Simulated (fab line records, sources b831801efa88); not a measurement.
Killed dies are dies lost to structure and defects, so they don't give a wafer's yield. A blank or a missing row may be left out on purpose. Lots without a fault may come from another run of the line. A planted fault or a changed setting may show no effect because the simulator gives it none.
fab line records | flow gf180mcu | part 2 of 2: steps 28 to 38 of 38
record lots=5 wafers=15 last_day=34
route steps=602 shown M2@362 V2@382
lots that met no fault: from a run of the same line without faults
start_h: hours from the record's first day to the start of the lot's first wafer shown | wait_h: hours since the lot's step before | " the same as in the row above | L1.1+2: a row that stands for several wafers | - no value, or no start given | * or withheld: withheld | < > ~ a bound
route shown NAME@n: a module of which the file shows steps, and the number in the route of the first | usual: mean/standard deviation of fault-free wafers | same: alike in all rows | chamber/n: place in a boat | sites: the reading at each site | _std_site: their standard deviation | _edge_site: outer sites' mean less inner sites' | radius_mm: how far each site lies from the wafer's centre | mask NAME#n: copy n | behind: the tool/chamber that last shaped the wafer | hold: why the lot was held/for how many hours/how that ended | device: the transistor (n, p or np) that didn't switch | end of line: the same wafers' tests at the end of the route | a step without rows: its recipe alone | killed: dies lost to structure and defects at the first sort, not the wafer's yield | map: a wafer's dies, x killed, . not, _ none there
set.NAME: the setting as run; set.NAME@STEP: as run at that earlier step | model.NAME: the simulator's own value behind a step, which no gauge read
lots at some steps of the route; a table a step, a row a wafer
services: from which hour (start_h, from the record's first day; less than 0 if before it) a tool's chamber was out of use, for how many hours, and why
## steps
# step GF_V2_HMDS_07
# recipe prime_time_s=60 prime_temp_c=120
# columns lot.wafer tool chamber start_h wait_h
L086.2+3+4 litho_track-04 0 557.98 0.1
L089.2+3+5 litho_track-03 0 583.39 0.1
L090.2+4+6 litho_track-02 0 591.46 0.1
L093.2+4+6 litho_track-04 0 608.88 0.1
L096.3+5+6 litho_track-04 0 633.35 0.1
# step GF_V2_COAT_08
# recipe resist=BARC temp_c=withheld time_s=withheld spin_rpm=withheld resist_thk_nm=withheld
# columns lot.wafer tool chamber start_h wait_h
L086.2+3+4 litho_track-04 0 558.13 0.1
L089.2+3+5 litho_track-03 0 583.54 0.1
L090.2+4+6 litho_track-02 0 591.61 0.1
L093.2+4+6 litho_track-04 0 609.03 0.1
L096.3+5+6 litho_track-04 0 633.50 0.1
# step GF_V2_COAT_09
# recipe resist=KrF spin_rpm=withheld resist_thk_nm=1000
# columns lot.wafer tool chamber start_h wait_h
L086.2+3+4 litho_track-04 0 - -
L089.2+3+5 litho_track-03 0 - -
L090.2+4+6 litho_track-02 0 - -
L093.2+4+6 litho_track-04 0 - -
L096.3+5+6 litho_track-04 0 - -
# step GF_V2_SOFTBAKE_10
# recipe temp_c=130 time_s=60 resist=KrF
# usual plate_temp_C=130.02/0.12
# columns lot.wafer tool chamber start_h wait_h plate_temp_C
L086.2 litho_track-04 0 - - 129.87
L086.3 " 0 " " 130.07
L086.4 " 0 " " 130.05
L089.2 litho_track-03 0 - - 129.94
L089.3 " 0 " " 130.12
L089.5 " 0 " " 129.90
L090.2 litho_track-02 0 - - 130.12
L090.4 " 0 " " 129.96
L090.6 " 0 " " 130.14
L093.2 litho_track-04 0 - - 130.08
L093.4 " 0 " " 130.05
L093.6 " 0 " " 129.87
L096.3 litho_track-04 0 - - 130.09
L096.5 " 0 " " 129.93
L096.6 " 0 " " 129.99
# step GF_V2_EXPOSE_11
# recipe mask_id=Via2 target_cd_nm=260 na=0.68 source_shape=conventional sigma_outer=0.6 dose_mj=38
# columns lot.wafer tool chamber start_h wait_h mask
L086.2+3+4 krf_scanner-01 0 - - Via2#0
L089.2+3+5 krf_scanner-02 0 - - Via2#0
L090.2+4+6 krf_scanner-01 0 - - Via2#0
L093.2+4+6 krf_scanner-01 0 - - Via2#0
L096.3+5+6 krf_scanner-01 0 - - Via2#0
# step GF_V2_PEB_12
# recipe peb_temp_c=135 peb_time_s=90 resist=KrF
# usual plate_temp_C=135.02/0.14
# columns lot.wafer tool chamber start_h wait_h plate_temp_C
L086.2 litho_track-02 0 - - 135.06
L086.3 " 0 " " 135.10
L086.4 " 0 " " 134.99
L089.2 litho_track-02 0 - - 134.70
L089.3 " 0 " " 135.08
L089.5 " 0 " " 135.10
L090.2 litho_track-04 0 - - 135.13
L090.4 " 0 " " 135.01
L090.6 " 0 " " 134.95
L093.2 litho_track-03 0 - - 135.05
L093.4 " 0 " " 135.05
L093.6 " 0 " " 134.83
L096.3 litho_track-02 0 - - 135.02
L096.5 " 0 " " 134.99
L096.6 " 0 " " 134.87
# step GF_V2_DEVELOP_13
# recipe develop_time_s=60 resist=KrF dev_temp_c=21
# usual developer_temp_C=21.00/0.12
# columns lot.wafer tool chamber start_h wait_h developer_temp_C
L086.2 litho_track-02 0 569.21 0.2 20.98
L086.3 " 0 " " 21.01
L086.4 " 0 " " 21.05
L089.2 litho_track-02 0 594.11 0.2 21.02
L089.3 " 0 " " 20.97
L089.5 " 0 " " 20.99
L090.2 litho_track-04 0 602.53 0.2 20.98
L090.4 " 0 " " 20.84
L090.6 " 0 " " 20.99
L093.2 litho_track-03 0 619.34 0.2 20.92
L093.4 " 0 " " 21.11
L093.6 " 0 " " 20.88
L096.3 litho_track-02 0 643.58 0.1 21.17
L096.5 " 0 " " 20.97
L096.6 " 0 " " 21.06
# step GF_V2_CD_MEAS_14
# recipe target_cd_nm=260
# usual cd_nm=259.9/1.2
# columns lot.wafer tool chamber start_h wait_h cd_nm
L086.2 cd_sem-01 - 569.35 0.1 259.6
L086.3 " - " " 259.4
L086.4 " - " " 259.7
L089.2 cd_sem-01 - 594.25 0.1 260.9
L089.3 " - " " 261.4
L089.5 " - " " 262.0
L090.2 cd_sem-01 - 602.67 0.1 258.6
L090.4 " - " " 258.1
L090.6 " - " " 259.6
L093.2 cd_sem-01 - 619.48 0.1 259.5
L093.4 " - " " 259.2
L093.6 " - " " 259.3
L096.3 cd_sem-02 - 643.72 0.1 261.2
L096.5 " - " " 260.5
L096.6 " - " " 260.7
# step GF_V2_OVL_MEAS_15
# usual V2_OVL=2/4.8
# columns lot.wafer tool chamber start_h wait_h V2_OVL[nm]
L086.2 overlay-01 - 569.46 0.1 -6
L086.3 " - " " -2
L086.4 " - " " -4
L089.2 overlay-02 - 594.36 0.1 10
L089.3 " - " " 2
L089.5 " - " " 0
L090.2 overlay-02 - 602.78 0.1 3
L090.4 " - " " 6
L090.6 " - " " 4
L093.2 overlay-02 - 619.59 0.1 9
L093.4 " - " " 8
L093.6 " - " " 6
L096.3 overlay-01 - 643.81 0.1 5
L096.5 " - " " -2
L096.6 " - " " 7
# step GF_V2_ETCH_16
# recipe chemistry=N2/H2 target_depth_a=withheld overetch_a=withheld time_s=withheld target=BARC ion_energy_ev=200 source_w=500 bias_w=100 pressure_mtorr=30 n2_flow_sccm=100 h2_flow_sccm=200
# usual bias_w=100.0/0.32 drypump_motor_current_A=5.6/0.33 oes_product_au=0.853/0.0046 throttle_valve_pct=13.225/0.01
# columns lot.wafer tool chamber start_h wait_h bias_w drypump_motor_current_A oes_product_au throttle_valve_pct
L086.2 rie_diel-02 2 569.49 0.0 99.9 5.8 0.854 13.230
L086.3 " 0 " " 99.8 5.8 0.857 13.229
L086.4 " 3 " " 100.1 6.0 0.856 13.232
L089.2 rie_diel-03 0 594.39 0.0 99.7 5.6 0.855 13.215
L089.3 " 2 " " 99.9 5.9 0.856 13.219
L089.5 " 1 " " 100.3 5.6 0.854 13.232
L090.2 rie_diel-01 2 602.81 0.0 99.8 5.2 0.862 13.238
L090.4 " 3 " " 100.1 5.8 0.843 13.234
L090.6 " 2 " " 100.1 5.2 0.854 13.222
L093.2 rie_diel-02 0 619.62 0.0 99.9 5.8 0.857 13.211
L093.4 " 3 " " 99.8 6.0 0.851 13.219
L093.6 " 0 " " 99.4 5.8 0.855 13.204
L096.3 rie_diel-03 2 643.84 0.0 99.7 5.9 0.850 13.237
L096.5 " 1 " " 100.0 5.6 0.860 13.248
L096.6 " 2 " " 99.8 5.9 0.852 13.229
# step GF_V2_ETCH_17
# recipe chemistry=C4F8/O2/Ar mask_material=KrF target=SiO2 stop_on=TiN source_w=1500 bias_w=1200 pressure_mtorr=40 c4f8_flow_sccm=withheld O2_flow_sccm=6 Ar_flow_sccm=300 time_s=withheld target_depth_a=6300
# usual bias_w=1199/3.5 oes_product_au=0.856/0.0045
# columns lot.wafer tool chamber start_h wait_h bias_w oes_product_au
L086.2 rie_diel-02 2 - - 1195 0.856
L086.3 " 0 " " 1200 0.861
L086.4 " 3 " " 1191 0.858
L089.2 rie_diel-03 0 - - 1206 0.855
L089.3 " 2 " " 1192 0.852
L089.5 " 1 " " 1200 0.852
L090.2 rie_diel-01 2 - - 1199 0.866
L090.4 " 3 " " 1200 0.851
L090.6 " 2 " " 1200 0.861
L093.2 rie_diel-02 0 - - 1199 0.848
L093.4 " 3 " " 1200 0.859
L093.6 " 0 " " 1195 0.853
L096.3 rie_diel-03 2 - - 1195 0.857
L096.5 " 1 " " 1203 0.851
L096.6 " 2 " " 1196 0.857
## services
# columns tool chamber start_h hours kind
krf_scanner-02 - 499.86 3.0 pm
krf_scanner-01 - 507.24 1.1 repair
krf_scanner-02 - 509.65 1.0 pm
rie_diel-03 2 510.51 1.3 repair
rie_diel-03 - 514.98 2.8 pm
cmp-02 - 527.75 6.4 pm
krf_scanner-01 - 528.47 0.6 repair
krf_scanner-02 - 529.31 0.8 pm
rie_diel-02 0 535.12 5.3 repair
pecvd-04 - 535.93 4.3 pm
krf_scanner-02 - 542.01 1.3 pm
rie_diel-03 0 545.93 6.7 repair
krf_scanner-02 - 549.53 0.2 repair
rie_metal-04 1 556.56 3.7 repair
cmp-02 - 557.09 1.0 repair
rie_diel-01 0 558.25 9.5 repair
wet_bench-03 - 561.22 2.5 repair
rie_diel-03 2 567.60 4.0 repair
krf_scanner-01 - 569.65 1.0 pm
krf_scanner-01 - 587.78 0.8 pm
cmp-02 - 591.86 2.5 pm
pvd_sputter-01 - 612.59 9.1 repair
hdpcvd-02 - 624.10 5.5 pm
pvd_sputter-04 - 626.23 2.3 repair
